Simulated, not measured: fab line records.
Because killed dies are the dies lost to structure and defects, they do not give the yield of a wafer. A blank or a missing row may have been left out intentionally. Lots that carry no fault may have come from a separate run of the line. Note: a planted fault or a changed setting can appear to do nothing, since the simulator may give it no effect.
fab line records :: flow sky130
record:
  lots: 6
  wafers: 18
  last-day: 50
route steps=708 shown RES_XHIGH@340 SD_N@342 PAD_OPEN@708
lots untouched by any fault: they come from a run of this same line in which no faults occurred
start-h: start of the lot's first displayed wafer, in hours after the record's first day :: wait-h: hours from the lot's prior step to this one :: " unchanged from the row above :: L1.1+2: a row that stands for several wafers :: - no value, or no start given :: * or withheld: withheld :: < > ~ a bound
route shown NAME@n: a module of which the file shows steps, and the number in the route of the first :: usual: average and standard deviation across the fault-free wafers :: same: alike in all rows :: chamber/n: place in a boat :: sites: readings site by site :: _std_site: the standard deviation of these :: _edge_site: outer sites' mean less inner sites' :: radius-mm: for every site, how far away it sits from the centre of the wafer :: mask NAME#n: copy n :: behind: the last tool/chamber to shape the wafer :: hold: the reason the lot was held/the length of the hold in hours/how it ended :: device: the n, p or np transistor that did not switch :: end of line: tests of these same wafers at the route's end :: a step given without rows: its recipe and nothing more :: killed: dies that structure and defects cost at the first sort, which is not the same as the wafer's yield :: map: per-die view of a wafer (x killed, . not killed, _ where there is no die)
set.NAME: the setting that was run; set.NAME@STEP: the one run at that earlier step :: model.NAME: the simulator's own value behind a step, which no gauge read
a table for each step, a row for each wafer; lots at some steps of the route
services: when a tool's chamber went out of use (start-h, in hours from the record's first day, below 0 if earlier), for how many hours, and the reason
== steps ==
step: SKY_RES_XHIGH_STRIP_08
recipe:
  chemistry: O2/N2
  power-w: 1400
  pressure-mtorr: 1500
  platen-temp-c: withheld
  o2-flow-sccm: 3000
  n2-flow-sccm: 300
  overash-fraction: 0.5
usual:
  drypump-motor-current-A: 5.7/0.38
  oes-product-au: 0.712/0.0047
  strip-time-to-endpoint-s: 14.26/0.041
lot.wafer: L539.1
tool: plasma-asher-04
chamber: 0
start-h: 664.33
wait-h: 0.1
drypump-motor-current-A: 5.9
oes-product-au: 0.707
rf-hours-counter-h: 23
strip-time-to-endpoint-s: 14.27

lot.wafer: L539.3
tool: plasma-asher-04
chamber: 1
start-h: 664.33
wait-h: 0.1
drypump-motor-current-A: 5.0
oes-product-au: 0.717
rf-hours-counter-h: -
strip-time-to-endpoint-s: 14.31

lot.wafer: L539.5
tool: plasma-asher-04
chamber: 1
start-h: 664.33
wait-h: 0.1
drypump-motor-current-A: 5.0
oes-product-au: 0.707
rf-hours-counter-h: -
strip-time-to-endpoint-s: 14.29

lot.wafer: L541.2
tool: plasma-asher-02
chamber: 1
start-h: 680.03
wait-h: 0.1
drypump-motor-current-A: 5.9
oes-product-au: 0.709
rf-hours-counter-h: 57
strip-time-to-endpoint-s: 14.29

lot.wafer: L541.4
tool: plasma-asher-02
chamber: 1
start-h: 680.03
wait-h: 0.1
drypump-motor-current-A: 5.9
oes-product-au: 0.715
rf-hours-counter-h: -
strip-time-to-endpoint-s: 14.26

lot.wafer: L541.6
tool: plasma-asher-02
chamber: 0
start-h: 680.03
wait-h: 0.1
drypump-motor-current-A: 5.3
oes-product-au: 0.707
rf-hours-counter-h: -
strip-time-to-endpoint-s: 14.29

lot.wafer: L550.1
tool: plasma-asher-03
chamber: 1
start-h: 765.18
wait-h: 0.1
drypump-motor-current-A: 5.7
oes-product-au: 0.708
rf-hours-counter-h: 2
strip-time-to-endpoint-s: 14.21

lot.wafer: L550.3
tool: plasma-asher-03
chamber: 1
start-h: 765.18
wait-h: 0.1
drypump-motor-current-A: 5.7
oes-product-au: 0.710
rf-hours-counter-h: -
strip-time-to-endpoint-s: 14.23

lot.wafer: L550.6
tool: plasma-asher-03
chamber: 0
start-h: 765.18
wait-h: 0.1
drypump-motor-current-A: 6.2
oes-product-au: 0.717
rf-hours-counter-h: -
strip-time-to-endpoint-s: 14.23

lot.wafer: L551.2
tool: plasma-asher-02
chamber: 0
start-h: 765.52
wait-h: 0.1
drypump-motor-current-A: 5.3
oes-product-au: 0.705
rf-hours-counter-h: 65
strip-time-to-endpoint-s: 14.24

lot.wafer: L551.4
tool: plasma-asher-02
chamber: 1
start-h: 765.52
wait-h: 0.1
drypump-motor-current-A: 5.9
oes-product-au: 0.712
rf-hours-counter-h: -
strip-time-to-endpoint-s: 14.23

lot.wafer: L551.6
tool: plasma-asher-02
chamber: 0
start-h: 765.52
wait-h: 0.1
drypump-motor-current-A: 5.3
oes-product-au: 0.718
rf-hours-counter-h: -
strip-time-to-endpoint-s: 14.21

lot.wafer: L553.3
tool: plasma-asher-02
chamber: 0
start-h: 775.26
wait-h: 0.1
drypump-motor-current-A: 5.3
oes-product-au: 0.716
rf-hours-counter-h: -
strip-time-to-endpoint-s: 14.22

lot.wafer: L553.4
tool: plasma-asher-02
chamber: 1
start-h: 775.26
wait-h: 0.1
drypump-motor-current-A: 5.9
oes-product-au: 0.714
rf-hours-counter-h: -
strip-time-to-endpoint-s: 14.19

lot.wafer: L553.6
tool: plasma-asher-02
chamber: 0
start-h: 775.26
wait-h: 0.1
drypump-motor-current-A: 5.3
oes-product-au: 0.708
rf-hours-counter-h: -
strip-time-to-endpoint-s: 14.22

lot.wafer: L555.2
tool: plasma-asher-02
chamber: 1
start-h: 801.08
wait-h: 0.1
drypump-motor-current-A: 5.9
oes-product-au: 0.709
rf-hours-counter-h: 69
strip-time-to-endpoint-s: 14.29

lot.wafer: L555.5
tool: plasma-asher-02
chamber: 1
start-h: 801.08
wait-h: 0.1
drypump-motor-current-A: 5.9
oes-product-au: 0.707
rf-hours-counter-h: -
strip-time-to-endpoint-s: 14.28

lot.wafer: L555.6
tool: plasma-asher-02
chamber: 0
start-h: 801.08
wait-h: 0.1
drypump-motor-current-A: 5.3
oes-product-au: 0.713
rf-hours-counter-h: -
strip-time-to-endpoint-s: 14.29
step: SKY_RES_XHIGH_TW_MEAS_09
usual:
  RES_XHIGH_TW: 1620/22
lot.wafer: L539.1
tool: film-metro-02
chamber: -
start-h: 664.43
wait-h: 0.1
RES_XHIGH_TW: 1632

lot.wafer: L539.3
tool: film-metro-02
chamber: -
start-h: 664.43
wait-h: 0.1
RES_XHIGH_TW: 1627

lot.wafer: L539.5
tool: film-metro-02
chamber: -
start-h: 664.43
wait-h: 0.1
RES_XHIGH_TW: 1628

lot.wafer: L541.2
tool: film-metro-02
chamber: -
start-h: 680.14
wait-h: 0.1
RES_XHIGH_TW: 1652

lot.wafer: L541.4
tool: film-metro-02
chamber: -
start-h: 680.14
wait-h: 0.1
RES_XHIGH_TW: 1643

lot.wafer: L541.6
tool: film-metro-02
chamber: -
start-h: 680.14
wait-h: 0.1
RES_XHIGH_TW: 1653

lot.wafer: L550.1
tool: film-metro-04
chamber: -
start-h: 765.28
wait-h: 0.1
RES_XHIGH_TW: 1608

lot.wafer: L550.3
tool: film-metro-04
chamber: -
start-h: 765.28
wait-h: 0.1
RES_XHIGH_TW: 1604

lot.wafer: L550.6
tool: film-metro-04
chamber: -
start-h: 765.28
wait-h: 0.1
RES_XHIGH_TW: 1614

lot.wafer: L551.2
tool: film-metro-04
chamber: -
start-h: 765.63
wait-h: 0.1
RES_XHIGH_TW: 1621

lot.wafer: L551.4
tool: film-metro-04
chamber: -
start-h: 765.63
wait-h: 0.1
RES_XHIGH_TW: 1610

lot.wafer: L551.6
tool: film-metro-04
chamber: -
start-h: 765.63
wait-h: 0.1
RES_XHIGH_TW: 1611

lot.wafer: L553.3
tool: film-metro-02
chamber: -
start-h: 775.35
wait-h: 0.1
RES_XHIGH_TW: 1657

lot.wafer: L553.4
tool: film-metro-02
chamber: -
start-h: 775.35
wait-h: 0.1
RES_XHIGH_TW: 1647

lot.wafer: L553.6
tool: film-metro-02
chamber: -
start-h: 775.35
wait-h: 0.1
RES_XHIGH_TW: 1644

lot.wafer: L555.2
tool: film-metro-02
chamber: -
start-h: 801.19
wait-h: 0.1
RES_XHIGH_TW: 1637

lot.wafer: L555.5
tool: film-metro-02
chamber: -
start-h: 801.19
wait-h: 0.1
RES_XHIGH_TW: 1639

lot.wafer: L555.6
tool: film-metro-02
chamber: -
start-h: 801.19
wait-h: 0.1
RES_XHIGH_TW: 1635
step: SKY_SD_N_DEHYDRATE_00
recipe:
  temp-c: 200
  time-s: 60
step: SKY_SD_N_HMDS_01
recipe:
  prime-time-s: 60
  prime-temp-c: 120
step: SKY_SD_N_COAT_02
recipe:
  resist: NOVOLAK
  spin-rpm: 3000
  resist-thk-nm: 1140
step: SKY_SD_N_SOFTBAKE_03
recipe:
  temp-c: 90
  time-s: 60
  resist: NOVOLAK
step: SKY_SD_N_EXPOSE_04
recipe:
  mask-id: NSDM
  na: 0.6
  source-shape: conventional
  sigma-outer: 0.6
  polarization: unpolarized
  target-cd-nm: 380
  dose-mj: 142.6
step: SKY_SD_N_PEB_05
recipe:
  temp-c: withheld
  time-s: *
  resist: NOVOLAK
step: SKY_SD_N_DEVELOP_06
recipe:
  resist: NOVOLAK
  developer: TMAH
  develop-time-s: 60
  dev-temp-c: 23
step: SKY_SD_N_CD_MEAS_07
recipe:
  target-cd-nm: 380
usual:
  cd-nm: 380/3.2
lot.wafer: L539.1
tool: cd-sem-01
chamber: -
start-h: 692.29
wait-h: 0.1
cd-nm: 378

lot.wafer: L539.3
tool: cd-sem-01
chamber: -
start-h: 692.29
wait-h: 0.1
cd-nm: 376

lot.wafer: L539.5
tool: cd-sem-01
chamber: -
start-h: 692.29
wait-h: 0.1
cd-nm: 378

lot.wafer: L541.2
tool: cd-sem-01
chamber: -
start-h: 707.94
wait-h: 0.1
cd-nm: 379

lot.wafer: L541.4
tool: cd-sem-01
chamber: -
start-h: 707.94
wait-h: 0.1
cd-nm: 379

lot.wafer: L541.6
tool: cd-sem-01
chamber: -
start-h: 707.94
wait-h: 0.1
cd-nm: 376

lot.wafer: L550.1
tool: cd-sem-02
chamber: -
start-h: 791.49
wait-h: 0.1
cd-nm: 383

lot.wafer: L550.3
tool: cd-sem-02
chamber: -
start-h: 791.49
wait-h: 0.1
cd-nm: 383

lot.wafer: L550.6
tool: cd-sem-02
chamber: -
start-h: 791.49
wait-h: 0.1
cd-nm: 383

lot.wafer: L551.2
tool: cd-sem-02
chamber: -
start-h: 792.61
wait-h: 0.1
cd-nm: 384

lot.wafer: L551.4
tool: cd-sem-02
chamber: -
start-h: 792.61
wait-h: 0.1
cd-nm: 385

lot.wafer: L551.6
tool: cd-sem-02
chamber: -
start-h: 792.61
wait-h: 0.1
cd-nm: 384

lot.wafer: L553.3
tool: cd-sem-01
chamber: -
start-h: 801.43
wait-h: 0.1
cd-nm: 380

lot.wafer: L553.4
tool: cd-sem-01
chamber: -
start-h: 801.43
wait-h: 0.1
cd-nm: 384

lot.wafer: L553.6
tool: cd-sem-01
chamber: -
start-h: 801.43
wait-h: 0.1
cd-nm: 381

lot.wafer: L555.2
tool: cd-sem-02
chamber: -
start-h: 827.24
wait-h: 0.1
cd-nm: 375

lot.wafer: L555.5
tool: cd-sem-02
chamber: -
start-h: 827.24
wait-h: 0.1
cd-nm: 375

lot.wafer: L555.6
tool: cd-sem-02
chamber: -
start-h: 827.24
wait-h: 0.1
cd-nm: 374
step: SKY_SD_N_OVL_MEAS_08
usual:
  SD_N_OVL: 0.0/1.2
lot.wafer: L539.1
tool: overlay-01
chamber: -
start-h: 692.41
wait-h: 0.1
SD_N_OVL[nm]: -3.4

lot.wafer: L539.3
tool: overlay-01
chamber: -
start-h: 692.41
wait-h: 0.1
SD_N_OVL[nm]: -0.7

lot.wafer: L539.5
tool: overlay-01
chamber: -
start-h: 692.41
wait-h: 0.1
SD_N_OVL[nm]: -0.8

lot.wafer: L541.2
tool: overlay-02
chamber: -
start-h: 708.05
wait-h: 0.1
SD_N_OVL[nm]: -0.8

lot.wafer: L541.4
tool: overlay-02
chamber: -
start-h: 708.05
wait-h: 0.1
SD_N_OVL[nm]: 0.2

lot.wafer: L541.6
tool: overlay-02
chamber: -
start-h: 708.05
wait-h: 0.1
SD_N_OVL[nm]: 1.9

lot.wafer: L550.1
tool: overlay-01
chamber: -
start-h: 791.61
wait-h: 0.1
SD_N_OVL[nm]: -0.3

lot.wafer: L550.3
tool: overlay-01
chamber: -
start-h: 791.61
wait-h: 0.1
SD_N_OVL[nm]: -1.1

lot.wafer: L550.6
tool: overlay-01
chamber: -
start-h: 791.61
wait-h: 0.1
SD_N_OVL[nm]: 0.2

lot.wafer: L551.2
tool: overlay-02
chamber: -
start-h: 792.71
wait-h: 0.1
SD_N_OVL[nm]: 0.4

lot.wafer: L551.4
tool: overlay-02
chamber: -
start-h: 792.71
wait-h: 0.1
SD_N_OVL[nm]: -0.2

lot.wafer: L551.6
tool: overlay-02
chamber: -
start-h: 792.71
wait-h: 0.1
SD_N_OVL[nm]: 0.0

lot.wafer: L553.3
tool: overlay-02
chamber: -
start-h: 801.52
wait-h: 0.1
SD_N_OVL[nm]: 0.7

lot.wafer: L553.4
tool: overlay-02
chamber: -
start-h: 801.52
wait-h: 0.1
SD_N_OVL[nm]: 2.0

lot.wafer: L553.6
tool: overlay-02
chamber: -
start-h: 801.52
wait-h: 0.1
SD_N_OVL[nm]: 2.6

lot.wafer: L555.2
tool: overlay-01
chamber: -
start-h: 827.35
wait-h: 0.1
SD_N_OVL[nm]: 0.0

lot.wafer: L555.5
tool: overlay-01
chamber: -
start-h: 827.35
wait-h: 0.1
SD_N_OVL[nm]: -1.1

lot.wafer: L555.6
tool: overlay-01
chamber: -
start-h: 827.35
wait-h: 0.1
SD_N_OVL[nm]: -0.8
step: SKY_SD_N_IMPLANT_09
recipe:
  species: As
  energy-kev: 50
  dose-cm2: 4e+15
  tilt-deg: 0
step: SKY_SD_N_IMPLANT_10
recipe:
  species: P
  energy-kev: 20
  dose-cm2: 1e+14
  tilt-deg: 0
usual:
  beam-energy-keV: 19.999/0.0061
  end-station-pressure-torr: 5.45e-06/2.8e-07
lot.wafer: L539.1
tool: implanter-03
chamber: 0
start-h: 692.59
wait-h: 0.1
beam-energy-keV: 19.999
end-station-pressure-torr: 5.17e-06
model.implant.rp-nm: 28.45
model.implant.drp-nm: 13

lot.wafer: L539.3
tool: implanter-03
chamber: 0
start-h: 692.59
wait-h: 0.1
beam-energy-keV: 19.991
end-station-pressure-torr: 5.36e-06
model.implant.rp-nm: 28.45
model.implant.drp-nm: 13

lot.wafer: L539.5
tool: implanter-03
chamber: 0
start-h: 692.59
wait-h: 0.1
beam-energy-keV: 20.003
end-station-pressure-torr: 5.93e-06
model.implant.rp-nm: 28.45
model.implant.drp-nm: 13

lot.wafer: L541.2
tool: implanter-01
chamber: 0
start-h: 708.25
wait-h: 0.1
beam-energy-keV: 20.000
end-station-pressure-torr: 5.66e-06
model.implant.rp-nm: 27.9
model.implant.drp-nm: 13

lot.wafer: L541.4
tool: implanter-01
chamber: 0
start-h: 708.25
wait-h: 0.1
beam-energy-keV: 19.993
end-station-pressure-torr: 5.39e-06
model.implant.rp-nm: 27.9
model.implant.drp-nm: 13

lot.wafer: L541.6
tool: implanter-01
chamber: 0
start-h: 708.25
wait-h: 0.1
beam-energy-keV: 19.991
end-station-pressure-torr: 5.83e-06
model.implant.rp-nm: 27.9
model.implant.drp-nm: 13

lot.wafer: L550.1
tool: implanter-03
chamber: 0
start-h: 791.79
wait-h: 0.1
beam-energy-keV: 21.133
end-station-pressure-torr: 5.65e-06
model.implant.rp-nm: 30.33
model.implant.drp-nm: 13.44

lot.wafer: L550.3
tool: implanter-03
chamber: 0
start-h: 791.79
wait-h: 0.1
beam-energy-keV: 21.142
end-station-pressure-torr: 4.99e-06
model.implant.rp-nm: 30.33
model.implant.drp-nm: 13.44

lot.wafer: L550.6
tool: implanter-03
chamber: 0
start-h: 791.79
wait-h: 0.1
beam-energy-keV: 21.148
end-station-pressure-torr: 5.28e-06
model.implant.rp-nm: 30.33
model.implant.drp-nm: 13.44

lot.wafer: L551.2
tool: implanter-03
chamber: 0
start-h: 792.92
wait-h: 0.1
beam-energy-keV: 21.151
end-station-pressure-torr: 5.97e-06
model.implant.rp-nm: 29.36
model.implant.drp-nm: 13.44

lot.wafer: L551.4
tool: implanter-03
chamber: 0
start-h: 792.92
wait-h: 0.1
beam-energy-keV: 21.144
end-station-pressure-torr: 5.41e-06
model.implant.rp-nm: 29.36
model.implant.drp-nm: 13.44

lot.wafer: L551.6
tool: implanter-03
chamber: 0
start-h: 792.92
wait-h: 0.1
beam-energy-keV: 21.144
end-station-pressure-torr: 5.49e-06
model.implant.rp-nm: 29.36
model.implant.drp-nm: 13.44

lot.wafer: L553.3
tool: implanter-01
chamber: 0
start-h: 801.74
wait-h: 0.1
beam-energy-keV: 20.000
end-station-pressure-torr: 5.17e-06
model.implant.rp-nm: 28.83
model.implant.drp-nm: 13

lot.wafer: L553.4
tool: implanter-01
chamber: 0
start-h: 801.74
wait-h: 0.1
beam-energy-keV: 20.003
end-station-pressure-torr: 5.49e-06
model.implant.rp-nm: 28.83
model.implant.drp-nm: 13

lot.wafer: L553.6
tool: implanter-01
chamber: 0
start-h: 801.74
wait-h: 0.1
beam-energy-keV: 19.994
end-station-pressure-torr: 5.53e-06
model.implant.rp-nm: 28.83
model.implant.drp-nm: 13

lot.wafer: L555.2
tool: implanter-01
chamber: 0
start-h: 827.73
wait-h: 0.2
beam-energy-keV: 20.004
end-station-pressure-torr: 5.48e-06
model.implant.rp-nm: 28.3
model.implant.drp-nm: 13

lot.wafer: L555.5
tool: implanter-01
chamber: 0
start-h: 827.73
wait-h: 0.2
beam-energy-keV: 19.999
end-station-pressure-torr: 5.31e-06
model.implant.rp-nm: 28.3
model.implant.drp-nm: 13

lot.wafer: L555.6
tool: implanter-01
chamber: 0
start-h: 827.73
wait-h: 0.2
beam-energy-keV: 19.999
end-station-pressure-torr: 5e-06
model.implant.rp-nm: 28.3
model.implant.drp-nm: 13
step: SKY_SD_N_STRIP_11
recipe:
  chemistry: O2/N2
  power-w: 1400
  pressure-mtorr: 1500
  platen-temp-c: withheld
  o2-flow-sccm: 3000
  n2-flow-sccm: 300
  overash-fraction: 0.5
usual:
  drypump-motor-current-A: 5.7/0.37
  oes-product-au: 0.527/0.0045
  strip-time-to-endpoint-s: 22.55/0.036
lot.wafer: L539.1
tool: plasma-asher-03
chamber: 1
start-h: 692.74
wait-h: 0.1
drypump-motor-current-A: 5.7
oes-product-au: 0.524
rf-hours-counter-h: 102
strip-time-to-endpoint-s: 22.54

lot.wafer: L539.3
tool: plasma-asher-03
chamber: 1
start-h: 692.74
wait-h: 0.1
drypump-motor-current-A: 5.7
oes-product-au: 0.526
rf-hours-counter-h: -
strip-time-to-endpoint-s: 22.59

lot.wafer: L539.5
tool: plasma-asher-03
chamber: 1
start-h: 692.74
wait-h: 0.1
drypump-motor-current-A: 5.7
oes-product-au: 0.519
rf-hours-counter-h: -
strip-time-to-endpoint-s: 22.58

lot.wafer: L541.2
tool: plasma-asher-03
chamber: 1
start-h: 708.38
wait-h: 0.1
drypump-motor-current-A: 5.7
oes-product-au: 0.521
rf-hours-counter-h: 103
strip-time-to-endpoint-s: 22.52

lot.wafer: L541.4
tool: plasma-asher-03
chamber: 1
start-h: 708.38
wait-h: 0.1
drypump-motor-current-A: 5.7
oes-product-au: 0.533
rf-hours-counter-h: -
strip-time-to-endpoint-s: 22.54

lot.wafer: L541.6
tool: plasma-asher-03
chamber: 1
start-h: 708.38
wait-h: 0.1
drypump-motor-current-A: 5.7
oes-product-au: 0.519
rf-hours-counter-h: -
strip-time-to-endpoint-s: 22.55

lot.wafer: L550.1
tool: plasma-asher-02
chamber: 0
start-h: 791.94
wait-h: 0.1
drypump-motor-current-A: 5.3
oes-product-au: 0.525
rf-hours-counter-h: 68
strip-time-to-endpoint-s: 22.55

lot.wafer: L550.3
tool: plasma-asher-02
chamber: 1
start-h: 791.94
wait-h: 0.1
drypump-motor-current-A: 5.9
oes-product-au: 0.522
rf-hours-counter-h: -
strip-time-to-endpoint-s: 22.51

lot.wafer: L550.6
tool: plasma-asher-02
chamber: 1
start-h: 791.94
wait-h: 0.1
drypump-motor-current-A: 5.9
oes-product-au: 0.527
rf-hours-counter-h: -
strip-time-to-endpoint-s: 22.54

lot.wafer: L551.2
tool: plasma-asher-03
chamber: 0
start-h: 793.04
wait-h: 0.1
drypump-motor-current-A: 6.2
oes-product-au: 0.532
rf-hours-counter-h: 5
strip-time-to-endpoint-s: 22.58

lot.wafer: L551.4
tool: plasma-asher-03
chamber: 1
start-h: 793.04
wait-h: 0.1
drypump-motor-current-A: 5.7
oes-product-au: 0.524
rf-hours-counter-h: -
strip-time-to-endpoint-s: 22.58

lot.wafer: L551.6
tool: plasma-asher-03
chamber: 1
start-h: 793.04
wait-h: 0.1
drypump-motor-current-A: 5.7
oes-product-au: 0.523
rf-hours-counter-h: -
strip-time-to-endpoint-s: 22.53

lot.wafer: L553.3
tool: plasma-asher-02
chamber: 1
start-h: 801.88
wait-h: 0.1
drypump-motor-current-A: 5.9
oes-product-au: 0.525
rf-hours-counter-h: -
strip-time-to-endpoint-s: 22.54

lot.wafer: L553.4
tool: plasma-asher-02
chamber: 0
start-h: 801.88
wait-h: 0.1
drypump-motor-current-A: 5.3
oes-product-au: 0.524
rf-hours-counter-h: -
strip-time-to-endpoint-s: 22.51

lot.wafer: L553.6
tool: plasma-asher-02
chamber: 0
start-h: 801.88
wait-h: 0.1
drypump-motor-current-A: 5.3
oes-product-au: 0.535
rf-hours-counter-h: -
strip-time-to-endpoint-s: 22.59

lot.wafer: L555.2
tool: plasma-asher-02
chamber: 0
start-h: 827.98
wait-h: 0.2
drypump-motor-current-A: 5.3
oes-product-au: 0.536
rf-hours-counter-h: 71
strip-time-to-endpoint-s: 22.58

lot.wafer: L555.5
tool: plasma-asher-02
chamber: 1
start-h: 827.98
wait-h: 0.2
drypump-motor-current-A: 5.9
oes-product-au: 0.521
rf-hours-counter-h: -
strip-time-to-endpoint-s: 22.49

lot.wafer: L555.6
tool: plasma-asher-02
chamber: 0
start-h: 827.98
wait-h: 0.2
drypump-motor-current-A: 5.3
oes-product-au: 0.528
rf-hours-counter-h: -
strip-time-to-endpoint-s: 22.52
step: SKY_PAD_OPEN_PROBE_99
usual:
  killed_at_M0_to_M3: 44/7.6
  killed_at_M4_up: 3.2/1.7
  killed-at-contacts: 24/5.7
  killed-at-front-end: 16/3.9
  killed-at-other: 0.2/0.45
  killed-dies: 87/9.5
  killed-open: 47/6.9
  killed-short: 40/5.8
same:
  gross-dies: 492
  killed-at-back-side: 0
lot.wafer: L539.1
tool: prober-01
chamber: -
start-h: 1107.02
wait-h: 0.1
killed_at_M0_to_M3: 43
killed_at_M4_up: 2
killed-at-contacts: 34
killed-at-front-end: 15
killed-at-other: 1
killed-dies: 95
killed-open: 55
killed-short: 40

lot.wafer: L539.3
tool: prober-01
chamber: -
start-h: 1107.12
wait-h: 0.2
killed_at_M0_to_M3: 42
killed_at_M4_up: 1
killed-at-contacts: 24
killed-at-front-end: 10
killed-at-other: 0
killed-dies: 77
killed-open: 47
killed-short: 30

lot.wafer: L539.5
tool: prober-01
chamber: -
start-h: 1107.22
wait-h: 0.2
killed_at_M0_to_M3: 52
killed_at_M4_up: 3
killed-at-contacts: 25
killed-at-front-end: 8
killed-at-other: 0
killed-dies: 88
killed-open: 49
killed-short: 39

lot.wafer: L551.2
tool: prober-01
chamber: -
start-h: 1179.00
wait-h: 0.1
killed_at_M0_to_M3: 52
killed_at_M4_up: 3
killed-at-contacts: 16
killed-at-front-end: 15
killed-at-other: 0
killed-dies: 86
killed-open: 45
killed-short: 41

lot.wafer: L551.4
tool: prober-01
chamber: -
start-h: 1179.10
wait-h: 0.2
killed_at_M0_to_M3: 41
killed_at_M4_up: 4
killed-at-contacts: 26
killed-at-front-end: 19
killed-at-other: 1
killed-dies: 91
killed-open: 54
killed-short: 37

lot.wafer: L551.6
tool: prober-01
chamber: -
start-h: 1179.20
wait-h: 0.2
killed_at_M0_to_M3: 41
killed_at_M4_up: 5
killed-at-contacts: 32
killed-at-front-end: 19
killed-at-other: 0
killed-dies: 97
killed-open: 56
killed-short: 41
killed by level:class
L539.1 CONTACT:geometric-particle:open=17 VIA2:geometric-particle:open=9 VIA1:geometric-particle:open=9 CONTACT:geometric-particle:short=7 VIA1:geometric-particle:short=7 LI_CONTACT:geometric-particle:open=5 FIELD_ISO:geometric-particle:open=4 LOCAL_INTERCONNECT:geometric-particle:short=4
L539.3 CONTACT:geometric-particle:open=13 VIA1:geometric-particle:open=9 VIA3:geometric-particle:open=9 LI_CONTACT:geometric-particle:open=6 METAL1:geometric-particle:short=6 FIELD_ISO:geometric-particle:short=4 VIA2:geometric-particle:open=4 METAL2:geometric-particle:short=4
L539.5 VIA1:geometric-particle:open=21 CONTACT:geometric-particle:open=11 CONTACT:geometric-particle:short=7 METAL1:geometric-particle:short=6 METAL2:geometric-particle:short=6 LI_CONTACT:geometric-particle:open=4 VIA1:geometric-particle:short=4 VIA3:geometric-particle:open=4
L551.2 VIA1:geometric-particle:open=12 CONTACT:geometric-particle:open=8 VIA2:geometric-particle:open=7 METAL1:geometric-particle:short=7 VIA1:geometric-particle:short=5 POLY_GATE:geometric-particle:short=5 VIA3:geometric-particle:open=5 VIA2:geometric-particle:short=5
L551.4 VIA3:geometric-particle:open=10 CONTACT:geometric-particle:open=10 VIA1:geometric-particle:open=9 CONTACT:geometric-particle:short=6 POLY_GATE:geometric-particle:short=5 LI_CONTACT:geometric-particle:open=5 METAL1:geometric-particle:short=5 POLY_GATE:geometric-particle:open=4
L551.6 LI_CONTACT:geometric-particle:open=11 CONTACT:geometric-particle:open=11 VIA2:geometric-particle:open=10 VIA3:geometric-particle:open=8 VIA1:geometric-particle:open=6 POLY_GATE:geometric-particle:short=5 LOCAL_INTERCONNECT:geometric-particle:short=4 CONTACT:geometric-particle:short=4
== services ==
tool: implanter-03
chamber: -
start-h: 645.77
hours: 21.3
kind: pm

tool: plasma-asher-02
chamber: -
start-h: 683.36
hours: 1.3
kind: repair

tool: plasma-asher-04
chamber: -
start-h: 684.43
hours: 1.0
kind: repair

tool: plasma-asher-03
chamber: -
start-h: 733.75
hours: 9.0
kind: pm

tool: plasma-asher-03
chamber: 0
start-h: 733.75
hours: 9.0
kind: vent-cycle

tool: plasma-asher-03
chamber: 1
start-h: 733.75
hours: 9.0
kind: vent-cycle

tool: plasma-asher-03
chamber: 0
start-h: 742.75
hours: -
kind: clean

tool: plasma-asher-03
chamber: 1
start-h: 742.75
hours: -
kind: clean

tool: plasma-asher-04
chamber: -
start-h: 749.54
hours: 2.8
kind: pm

tool: implanter-03
chamber: -
start-h: 756.44
hours: 1.8
kind: repair

tool: implanter-01
chamber: -
start-h: 790.16
hours: 1.9
kind: repair

tool: implanter-01
chamber: -
start-h: 792.09
hours: 4.0
kind: pm
== key ==
first-sign:
  step: SKY_SD_N_IMPLANT_10
  reading: beam-energy-keV
  direction: up
  sigmas: 99+
  usual: *
  struck: *
effect none on later readings
model-effect:
  step: SKY_SD_N_IMPLANT_10
  value: implant.rp-nm
  without: 28.74
  struck: 29.84
met-at SKY_SD_N_IMPLANT_10
struck-wafers L550.1,L550.3,L550.6,L551.2,L551.4,L551.6
tester-left-out L550,L551
onset-between 692.59 791.79
fault:
  kind: process-parameter-drift
  tool: implanter-03
  chamber: -
  onset-h: 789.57
  steps: SKY_SD_N_IMPLANT_10
  channel: energy-kev
  offset: *
  shape: step
  end-h: 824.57
  acts-in: *
  stated: *
tester-left-out: of these lots the tester's yield and bins aren't shown, on N5 and GAA mostly nor the transistor test; their killed dies are dies lost to structure and defects alone, not to doping, threshold or leakage, so they don't give the yield
